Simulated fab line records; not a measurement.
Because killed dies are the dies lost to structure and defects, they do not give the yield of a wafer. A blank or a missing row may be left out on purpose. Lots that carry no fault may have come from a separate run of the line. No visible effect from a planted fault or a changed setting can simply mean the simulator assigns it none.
What tool caused it? / flow sky130 / 11 lots with 33 wafers sampled at 2 steps, on a route of 708 steps

== WHAT THE GAUGES SHOWED, per wafer ==
SKY_METAL3_CD_MEAS_13: target cd 300 nm.
lot=L627; measured=day 38 10:35; on=cd sem-01; cd nm (nm)=299.3 299.6 301.7
lot=L628; measured=day 38 15:30; on=cd sem-02; cd nm (nm)=300.4 300.4 300.2
lot=L629; measured=day 39 02:07; on=cd sem-01; cd nm (nm)=301.0 302.1 301.6
lot=L634; measured=day 40 20:19; on=cd sem-02; cd nm (nm)=298.8 298.4 300.3
lot=L635; measured=day 41 05:56; on=cd sem-01; cd nm (nm)=300.5 299.0 299.7
lot=L642; measured=day 42 22:05; on=cd sem-02; cd nm (nm)=302.3 302.1 301.2
lot=L643; measured=day 42 23:33; on=cd sem-02; cd nm (nm)=298.2 298.6 298.8
lot=L645; measured=day 43 16:21; on=cd sem-01; cd nm (nm)=302.4 300.7 301.0
lot=L646; measured=day 44 02:16; on=cd sem-02; cd nm (nm)=302.9 303.8 302.6
lot=L649; measured=day 44 18:48; on=cd sem-01; cd nm (nm)=301.3 302.5 301.9
lot=L650; measured=day 44 23:23; on=cd sem-01; cd nm (nm)=299.8 300.1 301.4

== WHAT TOOL EACH LOT RAN ON (gives the tool, then ch and the chambers of the sampled wafers, and finally the start) ==
lot=L627; SKY_FIELD_ISO_ETCH_17=rie si-01 ch 0,1,3, day 2 07:56
lot=L628; SKY_FIELD_ISO_ETCH_17=rie si-02 ch 0,1,3, day 2 09:00
lot=L629; SKY_FIELD_ISO_ETCH_17=rie si-01 ch 0,3, day 2 14:30
lot=L634; SKY_FIELD_ISO_ETCH_17=rie si-02 ch 0,2,3, day 3 17:02
lot=L635; SKY_FIELD_ISO_ETCH_17=rie si-02 ch 0,3, day 3 23:17
lot=L642; SKY_FIELD_ISO_ETCH_17=rie si-01 ch 0,2,3, day 5 12:20
lot=L643; SKY_FIELD_ISO_ETCH_17=rie si-01 ch 0,1,3, day 5 16:41
lot=L645; SKY_FIELD_ISO_ETCH_17=rie si-01 ch 0,2,3, day 6 03:02
lot=L646; SKY_FIELD_ISO_ETCH_17=rie si-01 ch 1,2,3, day 6 07:27
lot=L649; SKY_FIELD_ISO_ETCH_17=rie si-01 ch 0,2, day 6 23:26
lot=L650; SKY_FIELD_ISO_ETCH_17=rie si-01 ch 0,1, day 7 05:53
- SKY_FIELD_ISO_ETCH_17: etches Si in HBr/Cl2/O2, target depth 342 nm, time 97.7 s.

== THE ANSWER, worked out from the rows above alone ==
Rule: usual is defined by the lots themselves. Put in order of their means at a reading, lots are off if they are a third of the lots or fewer, leave a main group of 4 or more, and stand apart from it by a gap of 3 or more times the standard deviation of the main group's means; of several such gaps the widest counts. A main group whose means are all the same, to the digits that the tables above print for the reading, isn't used. A lot without any number at a reading at which 4 lots or more have one is off too. The other lots that the step has rows for count as sound.
None of the lots is off at any reading shown; this tells nothing.

== WHAT HAD BEEN PUT IN BY THE SIMULATOR ==
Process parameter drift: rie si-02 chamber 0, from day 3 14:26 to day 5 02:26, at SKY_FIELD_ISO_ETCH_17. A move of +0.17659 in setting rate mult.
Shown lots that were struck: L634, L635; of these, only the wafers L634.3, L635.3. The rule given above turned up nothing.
